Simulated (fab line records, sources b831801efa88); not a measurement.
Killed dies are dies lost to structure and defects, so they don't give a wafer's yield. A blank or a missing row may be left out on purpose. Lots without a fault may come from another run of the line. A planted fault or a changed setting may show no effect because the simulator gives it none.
A struck lot beside a sound one | flow sky130 | 31 steps out of a route of 708
Sound: wafers L143.1, L143.2, L143.3. Struck: wafers L137.2, L137.4, L137.6. The cause comes at the end.
At each step with rows: each side's tool, then ch and its chambers, then its first start. Under that, the readings that differ: sound wafers | struck wafers | difference of the means | sigmas: that difference in standard deviations of wafers without a fault.
alike: readings whose means differ by less than 2 such deviations, and words and numbers that are the same on both sides. not compared: withheld readings, readings that some wafer has no value for, bounds like >300 that may hide the same value, and numbers for which the record gives no deviation and whose values overlap.
The two part at a step that has a row with sigmas, a row that says differs or no value, or rows on one side only. Numbers that don't overlap but have no deviation are shown without sigmas and don't part them. A reading that every wafer of one side lacks parts them only if that side has two wafers or more.

first, 1 step without rows for these wafers: SKY_NWELL_IMPLANT_13.
SKY_NWELL_STRIP_14: strips in O2/N2.
  sound on plasma_asher-01 ch 0,1, day 7 13:51; struck on plasma_asher-01 ch 0,1, day 6 02:57
  alike: chamber_pressure_mTorr, drypump_motor_current_A, oes_product_au, strip_time_to_endpoint_s
  not compared: rf_hours_counter_h
SKY_NWELL_TW_MEAS_15:
  sound on film_metro-01, day 7 13:57; struck on film_metro-03, day 6 03:04
  alike: NWELL_TW
then, 7 steps without rows for these wafers: SKY_NWELL_DEHYDRATE_16 (time 60 s); SKY_NWELL_HMDS_17 (prime time 60 s); SKY_NWELL_COAT_18 (resist thk 3000 nm); SKY_NWELL_SOFTBAKE_19; SKY_NWELL_EXPOSE_20 (exposes mask NWM COMPLEMENT, target cd 840 nm); SKY_NWELL_PEB_21; SKY_NWELL_DEVELOP_22 (develop time 60 s).
SKY_NWELL_OVL_MEAS_23:
  sound on overlay-02, day 8 10:22; struck on overlay-02, day 6 21:41
  alike: NWELL_01_OVL
then, 1 step without rows for these wafers: SKY_NWELL_IMPLANT_24.
SKY_NWELL_STRIP_25: strips in O2/N2.
  sound on plasma_asher-04 ch 0,1, day 8 10:33; struck on plasma_asher-04 ch 0,1, day 6 21:52
  no value came back on the struck wafers for chamber_pressure_mTorr (mTorr), drypump_motor_current_A (A), oes_product_au (a.u.), strip_time_to_endpoint_s (s); on the sound wafers chamber_pressure_mTorr (mTorr) reads 1499.2 1498.4 1500.4
  reading                                 | sound | struck         | difference | sigmas
  model.coat_of_NWELL_COAT_18.thk_nm (nm) | 0 0 0 | 2986 3000 2988 | +2991      |
  not compared: rf_hours_counter_h
SKY_NWELL_TW_MEAS_26:
  sound on film_metro-04, day 8 10:39; struck on film_metro-03, day 6 21:59
  alike: NWELL_2_TW
then, 1 step without rows for these wafers: SKY_NWELL_CLEAN_27 (cleans in SC1/SC2, time 150 s).
SKY_NWELL_RTA_28: time 30 s.
  sound on rtp_anneal-01 ch 0, day 8 10:46; struck on rtp_anneal-01 ch 0, day 6 22:06
  alike: lamp_power_pct, wafer_temp_C_max
SKY_NWELL_RS_MEAS_29: measures by four-point-probe.
  sound on film_metro-03, day 8 10:52; struck on film_metro-03, day 6 22:12
  alike: NWELL_RS
SKY_NWELL_RS_MEAS_31: measures by four-point-probe.
  sound on film_metro-03, day 8 11:06; struck on film_metro-03, day 6 22:26
  alike: PWDE_RS
then, 7 steps without rows for these wafers: SKY_VT_ADJUST_HVTP_DEHYDRATE_00 (time 60 s); SKY_VT_ADJUST_HVTP_HMDS_01 (prime time 58.52 s); SKY_VT_ADJUST_HVTP_COAT_02 (resist thk 1140 nm); SKY_VT_ADJUST_HVTP_SOFTBAKE_03 (time 60 s); SKY_VT_ADJUST_HVTP_EXPOSE_04 (exposes mask HVTPM, target cd 380 nm); SKY_VT_ADJUST_HVTP_PEB_05; SKY_VT_ADJUST_HVTP_DEVELOP_06 (develop time 60 s).
SKY_VT_ADJUST_HVTP_CD_MEAS_07: target cd 380 nm.
  sound on cd_sem-02, day 9 07:26; struck on cd_sem-01, day 7 17:47
  alike: cd_nm
SKY_VT_ADJUST_HVTP_OVL_MEAS_08:
  sound on overlay-01, day 9 07:34; struck on overlay-01, day 7 17:53
  alike: VT_ADJUST_HVTP_OVL
then, 1 step without rows for these wafers: SKY_VT_ADJUST_HVTP_IMPLANT_09.
SKY_VT_ADJUST_HVTP_STRIP_10: strips in O2/N2.
  sound on plasma_asher-04 ch 0,1, day 9 07:44; struck on plasma_asher-01 ch 0, day 7 18:04
  reading                      | sound             | struck            | difference | sigmas
  oes_product_au (a.u.)        | 0.716 0.716 0.727 | 0.733 0.730 0.735 | +0.013     | +3
  strip_time_to_endpoint_s (s) | 14.19 14.22 14.15 | 58.52 58.68 58.54 | +44.39     | +99 or more
  alike: chamber_pressure_mTorr, drypump_motor_current_A
  not compared: rf_hours_counter_h
SKY_VT_ADJUST_HVTP_TW_MEAS_11:
  sound on film_metro-02, day 9 07:50; struck on film_metro-04, day 7 18:11
  reading           | sound          | struck   | difference | sigmas
  VT_ADJUST_HVTP_TW | 1359 1359 1366 | 30 30 30 | -1331      | -99 or more
then, 1 step without rows for these wafers: SKY_VT_ADJUST_LVTN_DEHYDRATE_00 (time 60 s).

WHERE THEY PART
First at SKY_NWELL_STRIP_25; last, within this record, at SKY_VT_ADJUST_HVTP_TW_MEAS_11.

WHY: what the simulator had put in
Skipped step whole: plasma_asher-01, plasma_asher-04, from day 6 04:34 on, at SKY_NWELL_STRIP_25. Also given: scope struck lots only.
